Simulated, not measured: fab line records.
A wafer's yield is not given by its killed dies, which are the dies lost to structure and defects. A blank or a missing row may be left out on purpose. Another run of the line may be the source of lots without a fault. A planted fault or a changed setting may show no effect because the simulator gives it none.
Matching of chambers :: flow gf180mcu :: GF_MIM_CVD_05 on pecvd-01 has 3 sister chambers
The step deposits Si3N4, target thk 42 nm, time 29.086 s. 6 wafers are shown with their chamber, then 9 later ones without.

## EACH WAFER AND ITS CHAMBER
wafer: L084.3
chamber: 2
heater power w (W): 590
susceptor temp C (C): 385.23

wafer: L086.5
chamber: 0
heater power w (W): 591
susceptor temp C (C): 384.66

wafer: L086.6
chamber: 1
heater power w (W): 747
susceptor temp C (C): 384.97

wafer: L091.4
chamber: 2
heater power w (W): 638
susceptor temp C (C): 384.79

wafer: L091.5
chamber: 1
heater power w (W): 639
susceptor temp C (C): 385.34

wafer: L091.6
chamber: 0
heater power w (W): 636
susceptor temp C (C): 384.72

## WAFERS WITHOUT THEIR CHAMBER
wafer: L092.3
heater power w (W): 814
susceptor temp C (C): 384.85

wafer: L092.4
heater power w (W): 641
susceptor temp C (C): 384.86

wafer: L092.6
heater power w (W): 628
susceptor temp C (C): 385.29

wafer: L094.2
heater power w (W): 790
susceptor temp C (C): 385.10

wafer: L094.5
heater power w (W): 570
susceptor temp C (C): 384.91

wafer: L094.6
heater power w (W): 783
susceptor temp C (C): 384.96

wafer: L093.1
heater power w (W): 572
susceptor temp C (C): 384.56

wafer: L093.3
heater power w (W): 632
susceptor temp C (C): 384.40

wafer: L093.5
heater power w (W): 554
susceptor temp C (C): 384.48

## CHAMBER TAKEN BY EACH
wafer: L092.3
from the rows above: can't be placed: 1 or 2 or 0
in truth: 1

wafer: L092.4
from the rows above: can't be placed: 2 or 0 or 1
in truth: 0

wafer: L092.6
from the rows above: can't be placed: 2 or 1 or 0
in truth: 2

wafer: L094.2
from the rows above: can't be placed: 1 or 2 or 0
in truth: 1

wafer: L094.5
from the rows above: can't be placed: 2 or 0 or 1
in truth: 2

wafer: L094.6
from the rows above: can't be placed: 1 or 2 or 0
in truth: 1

wafer: L093.1
from the rows above: can't be placed: 0 or 2
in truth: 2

wafer: L093.3
from the rows above: can't be placed: 0 or 2
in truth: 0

wafer: L093.5
from the rows above: can't be placed: 0 or 2
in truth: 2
Placed correctly: 0 of 9. These rows do not allow placing 9 (true chamber among the candidates in 9). Placed wrongly: 0.
How it was worked out, from the rows above alone: a wafer's distance from a chamber is the root of the sum, over the readings, of the square of ((its reading less the chamber's mean) divided by the reading's scatter). The wafer belongs to the nearest chamber; if the next one is less than 2 further off, it can't be placed. A chamber's mean is the mean of its shown wafers. The scatter is the square root of a quotient: the sum, over the shown wafers, of each reading's squared deviation from its chamber's mean, divided by wafers minus chambers.
